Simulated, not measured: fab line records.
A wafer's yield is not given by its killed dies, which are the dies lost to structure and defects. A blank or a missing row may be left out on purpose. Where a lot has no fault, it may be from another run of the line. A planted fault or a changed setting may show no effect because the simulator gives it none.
Which of the tools did it? + flow sfq line + Sampling: 15 lots, 45 wafers, 5 of 325 route steps

WHAT EACH GAUGE READ, for each wafer
SFQ_I7_OVL_MEAS_947. Usual: I7_OVL gives -2 nm (standard deviation 4.5).
| lot  | measured     | on         | I7_OVL (nm) | flag |
|------|--------------|------------|-------------|------|
| L695 | day 72 08:19 | overlay-02 | -2 -4 -2    |      |
| L696 | day 72 09:31 | overlay-02 | -7 -1 -2    |      |
| L698 | day 72 17:47 | overlay-02 | -3 2 -5     |      |
| L699 | day 72 20:11 | overlay-02 | 1 5 1       |      |
| L702 | day 79 21:25 | overlay-01 | 5 -1 -3     |      |
| L703 | day 79 22:38 | overlay-01 | -7 -9 -11   |      |
| L705 | day 80 01:14 | overlay-01 | 3 1 -2      |      |
| L710 | day 80 14:26 | overlay-02 | -3 1 -4     |      |
| L711 | day 80 23:26 | overlay-01 | -3 2 -2     |      |
| L712 | day 81 10:19 | overlay-02 | -5 -4 -4    |      |
| L713 | day 82 05:14 | overlay-01 | -6 -3 -7    |      |
| L714 | day 82 08:15 | overlay-01 | 10 2 2      |      |
| L715 | day 82 16:48 | overlay-02 | 6 7 3       |      |
| L716 | day 82 23:15 | overlay-01 | 2 1 -5      |      |
| L717 | day 88 04:13 | overlay-01 | 7 7 1       |      |

EACH LOT AND THE TOOL THAT RAN IT (in order: tool; ch and the chambers of the sampled wafers; start)
| lot  | SFQ_TRILAYER_I0_CMP_CMP_028   | SFQ_TRILAYER_I0_METRO_MEASURE_029 | SFQ_TRILAYER_I0_VIA_ETCH_VIA_ETCH_034 | SFQ_TRILAYER_M5_STRIP_STRIP_127   |
|------|-------------------------------|-----------------------------------|---------------------------------------|-----------------------------------|
| L695 | cmp-01 ch 1,3, day 12 20:48   | film metro-01, day 13 00:19       | rie diel-01 ch 0,1,3, day 18 17:04    | rie metal-03 ch 0,1, day 50 05:38 |
| L696 | cmp-02 ch 0,1,3, day 13 08:40 | film metro-02, day 13 10:59       | rie diel-01 ch 1,2, day 19 02:40      | rie metal-04 ch 0,1, day 50 07:50 |
| L698 | cmp-01 ch 0,2,3, day 13 23:34 | film metro-01, day 14 02:05       | rie diel-02 ch 0,1,2, day 20 01:52    | rie metal-04 ch 0,1, day 50 14:02 |
| L699 | cmp-01 ch 1,2, day 14 08:04   | film metro-02, day 14 10:53       | rie diel-01 ch 1,2,3, day 20 11:28    | rie metal-04 ch 0,1, day 50 23:26 |
| L702 | cmp-01 ch 2,3, day 15 01:16   | film metro-02, day 15 03:53       | rie diel-02 ch 0,1,3, day 21 09:10    | rie metal-04 ch 0, day 63 01:01   |
| L703 | cmp-02 ch 0,3, day 15 05:08   | film metro-02, day 15 08:28       | rie diel-01 ch 2,3, day 21 13:58      | rie metal-01 ch 1, day 63 03:37   |
| L705 | cmp-02 ch 2,3, day 15 16:22   | film metro-02, day 15 19:29       | rie diel-01 ch 0,1,3, day 22 04:22    | rie metal-01 ch 1, day 63 11:49   |
| L710 | cmp-02 ch 0,2,3, day 18 13:25 | film metro-03, day 18 16:14       | rie diel-01 ch 1,2,3, day 25 14:31    | rie metal-04 ch 0, day 64 02:05   |
| L711 | cmp-01 ch 0,2,3, day 18 20:58 | film metro-03, day 18 23:47       | rie diel-02 ch 1,3, day 25 17:08      | rie metal-03 ch 0,1, day 64 03:17 |
| L712 | cmp-01 ch 1,2,3, day 19 04:53 | film metro-03, day 19 08:00       | rie diel-01 ch 0,1,2, day 26 02:44    | rie metal-04 ch 0,1, day 64 04:29 |
| L713 | cmp-01 ch 1,2,3, day 19 22:34 | film metro-01, day 20 01:11       | rie diel-01 ch 0,1,2, day 26 13:32    | rie metal-01 ch 0,1, day 65 14:17 |
| L714 | cmp-02 ch 0,2, day 20 00:58   | film metro-02, day 20 03:47       | rie diel-04 ch 1,2, day 26 15:56      | rie metal-03 ch 0,1, day 65 17:53 |
| L715 | cmp-02 ch 0,1,3, day 20 07:40 | film metro-02, day 20 10:47       | rie diel-01 ch 0,2,3, day 26 21:56    | rie metal-01 ch 0,1, day 65 23:53 |
| L716 | cmp-02 ch 0,1,2, day 20 18:46 | film metro-03, day 20 20:35       | rie diel-02 ch 2,3, day 27 05:08      | rie metal-01 ch 0,1, day 67 00:38 |
| L717 | cmp-02 ch 0,1, day 21 00:28   | film metro-01, day 21 03:59       | rie diel-02 ch 0,3, day 27 09:56      | rie metal-01 ch 0,1, day 77 01:49 |
- SFQ_TRILAYER_I0_CMP_CMP_028: polishes SiO2.
- SFQ_TRILAYER_I0_METRO_MEASURE_029
- SFQ_TRILAYER_I0_VIA_ETCH_VIA_ETCH_034: etches SiO2 in CHF3, stops on Nb, target depth 260 nm.
- SFQ_TRILAYER_M5_STRIP_STRIP_127: strips in O2.

WHAT THE TOOLS THEMSELVES READ (means of the sampled wafers that have a number; where no wafer has one, the mark that the record gives instead)
SFQ_TRILAYER_I0_CMP_CMP_028. Usual: edge zone pressure frac 1.000, standard deviation 0.0047; head pressure psi 3.000 psi, standard deviation 0.0068; motor current A 10.2 A, standard deviation 1.1; time to endpoint s 214 s, standard deviation 7.3.
| lot  | tool   | edge zone pressure frac | head pressure psi (psi) | motor current A (A) | time to endpoint s (s) | flag |
|------|--------|-------------------------|-------------------------|---------------------|------------------------|------|
| L695 | cmp-01 | 1.000                   | 3.004                   | 11.4                | 214                    |      |
| L696 | cmp-02 | 1.001                   | 3.002                   | 9.0                 | 220                    |      |
| L698 | cmp-01 | 0.999                   | 3.005                   | 10.5                | 221                    |      |
| L699 | cmp-01 | 1.001                   | 2.993                   | 11.6                | 223                    |      |
| L702 | cmp-01 | 0.998                   | 3.002                   | 11.4                | 212                    |      |
| L703 | cmp-02 | 1.005                   | 2.997                   | 9.4                 | 214                    |      |
| L705 | cmp-02 | 0.993                   | 2.995                   | 9.2                 | 200                    |      |
| L710 | cmp-02 | 1.003                   | 3.005                   | 9.9                 | 211                    |      |
| L711 | cmp-01 | 1.003                   | 3.008                   | 10.6                | 220                    |      |
| L712 | cmp-01 | 1.000                   | 2.999                   | 11.6                | 214                    |      |
| L713 | cmp-01 | -                       | -                       | -                   | -                      | OFF  |
| L714 | cmp-02 | -                       | -                       | -                   | -                      | OFF  |
| L715 | cmp-02 | -                       | -                       | -                   | -                      | OFF  |
| L716 | cmp-02 | 0.995                   | 2.997                   | 9.7                 | 215                    |      |
| L717 | cmp-02 | 1.002                   | 3.000                   | 10.2                | 218                    |      |

SFQ_TRILAYER_I0_METRO_MEASURE_029. Usual: thk nm at 199.9 nm, with a standard deviation of 1.1.
| lot  | tool          | thk nm (nm) | flag |
|------|---------------|-------------|------|
| L695 | film metro-01 | 199.7       |      |
| L696 | film metro-02 | 200.2       |      |
| L698 | film metro-01 | 201.2       |      |
| L699 | film metro-02 | 201.0       |      |
| L702 | film metro-02 | 199.8       |      |
| L703 | film metro-02 | 199.3       |      |
| L705 | film metro-02 | 198.8       |      |
| L710 | film metro-03 | 197.7       |      |
| L711 | film metro-03 | 201.8       |      |
| L712 | film metro-03 | 200.8       |      |
| L713 | film metro-01 | 504.4       | OFF  |
| L714 | film metro-02 | 497.8       | OFF  |
| L715 | film metro-02 | 493.5       | OFF  |
| L716 | film metro-03 | 200.9       |      |
| L717 | film metro-01 | 198.8       |      |

SFQ_TRILAYER_I0_VIA_ETCH_VIA_ETCH_034. Usual: drypump motor current A 5.7 A, standard deviation 0.45; oes product au 0.854 a.u., standard deviation 0.0049.
| lot  | tool        | drypump motor current A (A) | oes product au (a.u.) | flag |
|------|-------------|-----------------------------|-----------------------|------|
| L695 | rie diel-01 | 5.4                         | 0.857                 |      |
| L696 | rie diel-01 | 5.6                         | 0.856                 |      |
| L698 | rie diel-02 | 5.9                         | 0.856                 |      |
| L699 | rie diel-01 | 5.7                         | 0.861                 |      |
| L702 | rie diel-02 | 5.5                         | 0.853                 |      |
| L703 | rie diel-01 | 5.7                         | 0.854                 |      |
| L705 | rie diel-01 | 5.4                         | 0.855                 |      |
| L710 | rie diel-01 | 5.7                         | 0.845                 |      |
| L711 | rie diel-02 | 5.6                         | 0.858                 |      |
| L712 | rie diel-01 | 5.7                         | 0.859                 |      |
| L713 | rie diel-01 | 5.7                         | 1.621                 | OFF  |
| L714 | rie diel-04 | 6.2                         | 1.625                 | OFF  |
| L715 | rie diel-01 | 5.8                         | 1.614                 | OFF  |
| L716 | rie diel-02 | 5.6                         | 0.856                 |      |
| L717 | rie diel-02 | 5.3                         | 0.852                 |      |

SFQ_TRILAYER_M5_STRIP_STRIP_127. Usual: drypump motor current A 5.77 A, standard deviation 0.26; oes product au 0.999 a.u., standard deviation 0.0091; platen temp c 40.00 C, standard deviation 0.12.
| lot  | tool         | drypump motor current A (A) | oes product au (a.u.) | platen temp c (C) | flag |
|------|--------------|-----------------------------|-----------------------|-------------------|------|
| L695 | rie metal-03 | 5.73                        | 1.008                 | 39.90             |      |
| L696 | rie metal-04 | 5.70                        | 0.995                 | 39.99             |      |
| L698 | rie metal-04 | 5.53                        | 0.999                 | 40.02             |      |
| L699 | rie metal-04 | 5.52                        | 0.994                 | 39.91             |      |
| L702 | rie metal-04 | 5.87                        | 0.995                 | 40.11             |      |
| L703 | rie metal-01 | 5.97                        | 1.002                 | 39.95             |      |
| L705 | rie metal-01 | 5.94                        | 0.999                 | 40.01             |      |
| L710 | rie metal-04 | 5.88                        | 1.000                 | 39.92             |      |
| L711 | rie metal-03 | 5.94                        | 0.998                 | 39.93             |      |
| L712 | rie metal-04 | 5.54                        | 1.006                 | 40.02             |      |
| L713 | rie metal-01 | 5.78                        | 0.989                 | 40.06             |      |
| L714 | rie metal-03 | 5.94                        | 1.001                 | 40.06             |      |
| L715 | rie metal-01 | 5.77                        | 0.987                 | 39.90             |      |
| L716 | rie metal-01 | 5.86                        | 0.990                 | 39.95             |      |
| L717 | rie metal-01 | 5.76                        | 0.993                 | 39.83             |      |

THE ANSWER, worked out from the rows above alone
Rule: a lot counts as off when the mean over its wafers that have a number is more than 3 standard deviations away from the usual mean. Also off: a lot with no number at a reading for which 4 or more lots have one. Any other lot the step has rows for is counted as sound. Order of review: gauges by route order, followed by the tools' own readings, for which a lot's mean as printed above is used. The first step at which some lot is off is used, and at that step the reading that is off furthest; a lot without a number counts as furthest.
Off, at SFQ_TRILAYER_I0_CMP_CMP_028 on edge zone pressure frac: L713, L714, L715. Without a number there: L713, L714, L715.
A tool fits if, at that step or a process step before it, it ran every lot that is off, and no sound lot after the first of them. No candidate that was tried fits.

WHAT THE SIMULATOR HAD PUT IN
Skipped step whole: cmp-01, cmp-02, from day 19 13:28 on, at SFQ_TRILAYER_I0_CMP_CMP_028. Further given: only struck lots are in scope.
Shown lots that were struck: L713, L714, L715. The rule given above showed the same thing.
